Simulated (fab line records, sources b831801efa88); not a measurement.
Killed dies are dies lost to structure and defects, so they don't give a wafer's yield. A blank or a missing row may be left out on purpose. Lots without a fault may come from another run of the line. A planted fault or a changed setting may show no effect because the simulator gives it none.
A struck lot beside a sound one | flow sky130 | 15 steps out of a route of 708
Sound: wafers L178.1, L178.5, L178.6. Struck: wafers L189.3, L189.4, L189.5. The cause comes at the end.
At each step with rows: each side's tool, then ch and its chambers, then its first start. Under that, the readings that differ: sound wafers | struck wafers | difference of the means | sigmas: that difference in standard deviations of wafers without a fault.
alike: readings whose means differ by less than 2 such deviations, and words and numbers that are the same on both sides. not compared: withheld readings, readings that some wafer has no value for, bounds like >300 that may hide the same value, and numbers for which the record gives no deviation and whose values overlap.
The two part at a step that has a row with sigmas, a row that says differs or no value, or rows on one side only. Numbers that don't overlap but have no deviation are shown without sigmas and don't part them. A reading that every wafer of one side lacks parts them only if that side has two wafers or more.

first, 1 step without rows for these wafers: SKY_FIELD_ISO_ANNEAL_26 (time 1800 s).
SKY_FIELD_ISO_CMP_27: polishes, stops on Si3N4, t overpolish 16 s, target thk 457.8 nm.
  sound on cmp-02 ch 1,2, day 2 16:00; struck on cmp-02 ch 0,2,3, day 5 00:47
  alike: motor_current_A, overpolish_run_s, time_to_endpoint_s
then, 5 steps without rows for these wafers: SKY_FIELD_ISO_WET_ETCH_28 (etches SiO2 in dHF, target depth 23.7 nm, time 47 s); SKY_FIELD_ISO_WET_ETCH_29 (etches Si3N4 in H3PO4, target depth 160 nm, time 1825 s); SKY_FIELD_ISO_WET_ETCH_30 (etches SiO2 in dHF, target depth 25 nm, time 50 s); SKY_NWELL_CLEAN_00 (cleans in SC1/SC2, time 150 s); SKY_NWELL_OXIDATION_01 (stabilise 600 s, purge 300 s, target thk 10 nm).
SKY_NWELL_THK_MEAS_02:
  sound on film_metro-04, day 2 18:31; struck on film_metro-02, day 5 03:33
  alike: NWELL_OXIDATION_THK
then, 4 steps without rows for these wafers: SKY_DNWELL_DEHYDRATE_00 (time 60 s); SKY_DNWELL_HMDS_01 (prime time 60 s); SKY_DNWELL_COAT_02 (resist thk 3000 nm); SKY_DNWELL_SOFTBAKE_03.
SKY_DNWELL_EXPOSE_04: exposes mask DNM, target cd 3000 nm.
  sound on iline_stepper-02 ch 0, day 3 02:03; struck on iline_stepper-02 ch 0, day 5 12:01
  reading | sound             | struck                     | difference | sigmas
  mask    | DNM#0 DNM#0 DNM#0 | DNM_R1#0 DNM_R1#0 DNM_R1#0 | differs    |
then, 1 step without rows for these wafers: SKY_DNWELL_PEB_05.
-- the record jumps here: 43 days lie between the struck wafers' starts before and after (it left off in module DNWELL and takes up again in module PAD_OPEN, whose first step shown is number 708 of the route) --
SKY_PAD_OPEN_PROBE_99:
  sound on prober-02, day 45 21:46; struck on prober-01, day 48 19:43
  reading                                  | sound           | struck            | difference | sigmas
  model.etest.res_deep_nwell.width_nm (nm) | 2987 2986 2984  | 2394 2393 2382    | -596       |
  model.etest.res_deep_nwell.line_ohm_um   | 737.3 728.6 721 | 920.5 921.8 918.8 | +191.4     |
  alike: killed_at_M0_to_M3, killed_at_M4_up, killed_at_contacts, killed_at_front_end, killed_at_other, killed_dies, killed_open, killed_short

WHERE THEY PART
Only at SKY_DNWELL_EXPOSE_04, within this record. Later steps at which nothing parts them and some readings are alike: SKY_PAD_OPEN_PROBE_99.

WHY: what the simulator had put in
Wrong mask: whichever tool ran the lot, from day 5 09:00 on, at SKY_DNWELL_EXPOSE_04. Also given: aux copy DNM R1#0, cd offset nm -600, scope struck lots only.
